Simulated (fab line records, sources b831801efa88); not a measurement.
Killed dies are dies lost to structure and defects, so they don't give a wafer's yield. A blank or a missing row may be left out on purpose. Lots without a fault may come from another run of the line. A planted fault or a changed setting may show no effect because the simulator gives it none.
One fault seen from 2 desks | flow gf180mcu | each desk has only its own numbers; what lay behind them comes last

THE METROLOGY DESK
What the gauges read, lot by lot, whatever tool the lot ran on: means of the sampled wafers that have a number. A lot is out of limits, marked OUT, if its mean lies more than 4 standard deviations from the usual mean; the brackets give that distance.
Columns: A = M2_OVL at GF_M2_OVL_MEAS_15, usual 1 nm; B = V2_W_RS at GF_V2_RS_MEAS_24, usual 0.327 ohm/sq; C = V2_W_THK at GF_V2_THK_MEAS_25, usual 354 nm
lot  | first seen here | A  | B                | C
L620 | day 19 08:34    | 1  | 0.327            | 359
L621 | day 19 21:01    | 2  | 0.326            | 354
L623 | day 20 18:25    | 8  | 0.329            | 355
L624 | day 21 02:43    | -5 | 0.335            | 345
L625 | day 21 16:02    | 2  | 0.324            | 355
L630 | day 23 08:43    | -3 | 0.331            | 346
L631 | day 23 20:11    | -4 | 0.294 (-5.9) OUT | 395 (+6.4) OUT
L633 | day 24 03:57    | 6  | 0.296 (-5.6) OUT | 394 (+6.1) OUT
L637 | day 25 12:17    | 2  | 0.322            | 357
L640 | day 26 12:02    | -4 | 0.325            | 358
L642 | day 26 23:27    | 4  | 0.321            | 360
This desk's finding: out of limits on L631, L633; first on L631, day 24 20:20 (V2_W_RS at GF_V2_RS_MEAS_24). In limits: L620, L621, L623, L624, L625, L630, L637, L640, L642.

THE TOOL OWNER'S DESK: cvd_w-02
The tool's own readings at GF_V2_CVD_23 (deposits W, target thk 350 nm, time 104.94 s): means of the sampled wafers that have a number, for each lot that ran on this tool. A lot is out of limits, marked OUT, if its mean lies more than 4 standard deviations from the usual mean; the brackets give that distance.
Columns: A = chamber_pressure_Torr at GF_V2_CVD_23, usual 39.99 Torr; B = heater_power_w at GF_V2_CVD_23, usual 904 W
lot  | first seen here | A                       | B
L624 | day 22 04:10    | 39.93                   | 868
L630 | day 24 10:26    | 39.91                   | 929
L631 | day 24 20:13    | 50.53 (+99 or more) OUT | 865
L633 | day 25 04:24    | 50.61 (+99 or more) OUT | 946
This desk's finding: out of limits on L631, L633; first on L631, day 24 20:13 (chamber_pressure_Torr at GF_V2_CVD_23). In limits: L624, L630.

PUT TOGETHER
The tool owner's desk could have raised an alarm at day 24 20:13, on L631, L633.
The metrology desk could have raised an alarm at day 24 20:20, on L631, L633.
Of the lots named, all ran GF_V2_CVD_23 on cvd_w-02.

WHAT THE SIMULATOR HAD PUT IN
Process parameter drift: cvd_w-02, from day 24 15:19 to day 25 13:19, at GF_V2_CVD_23. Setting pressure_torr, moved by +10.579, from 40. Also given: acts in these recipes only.
Lots struck among those shown: L631, L633.
Hours from the fault's start to each desk's first reading out of limits: the tool owner's desk, 5; the metrology desk, 5.
